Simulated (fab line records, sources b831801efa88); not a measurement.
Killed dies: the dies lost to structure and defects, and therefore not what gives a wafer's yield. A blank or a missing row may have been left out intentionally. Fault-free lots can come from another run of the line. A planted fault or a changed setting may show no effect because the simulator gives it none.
Which tool did it? + flow sky130 + 21 wafers sampled from 7 lots at 1 step of a route of 708

WHAT THE GAUGES READ, wafer by wafer
SKY_FIELD_ISO_THK_MEAS_02.
| lot  | measured    | on            | FIELD_ISO_OXIDATION_00_THK (nm) |
|------|-------------|---------------|---------------------------------|
| L525 | day 1 23:09 | film-metro-03 | 12.16 12.07 12.39               |
| L528 | day 2 13:08 | film-metro-03 | 12.12 12.20 12.19               |
| L531 | day 3 03:42 | film-metro-03 | 12.33 12.25 12.38               |
| L533 | day 3 13:38 | film-metro-03 | 12.02 12.19 12.10               |
| L535 | day 3 23:50 | film-metro-03 | 11.91 12.02 12.10               |
| L537 | day 4 09:44 | film-metro-04 | 11.98 12.10 11.89               |
| L546 | day 6 08:52 | film-metro-01 | 12.12 12.09 12.15               |

WHAT TOOL EACH LOT RAN ON (gives the tool, then ch and the chambers of the sampled wafers, and finally the start)
No process step before these readings appears in the record.

THE ANSWER, worked out from the rows above alone
Rule: usual is defined by the lots themselves. Put in order of their means at a reading, lots are off if they are a third of the lots or fewer, leave a main group of 4 or more, and stand apart from it by a gap of 3 or more times the standard deviation of the main group's means; of several such gaps the widest counts. The tables above print the reading to a certain number of digits; a main group whose means all agree to those digits is not used. A lot without any number at a reading at which 4 lots or more have one is off too. Where the step has rows for the other lots, those lots are counted as sound.
Nothing can be told from this: no lot is off at any reading shown.

WHAT HAD BEEN PUT IN BY THE SIMULATOR
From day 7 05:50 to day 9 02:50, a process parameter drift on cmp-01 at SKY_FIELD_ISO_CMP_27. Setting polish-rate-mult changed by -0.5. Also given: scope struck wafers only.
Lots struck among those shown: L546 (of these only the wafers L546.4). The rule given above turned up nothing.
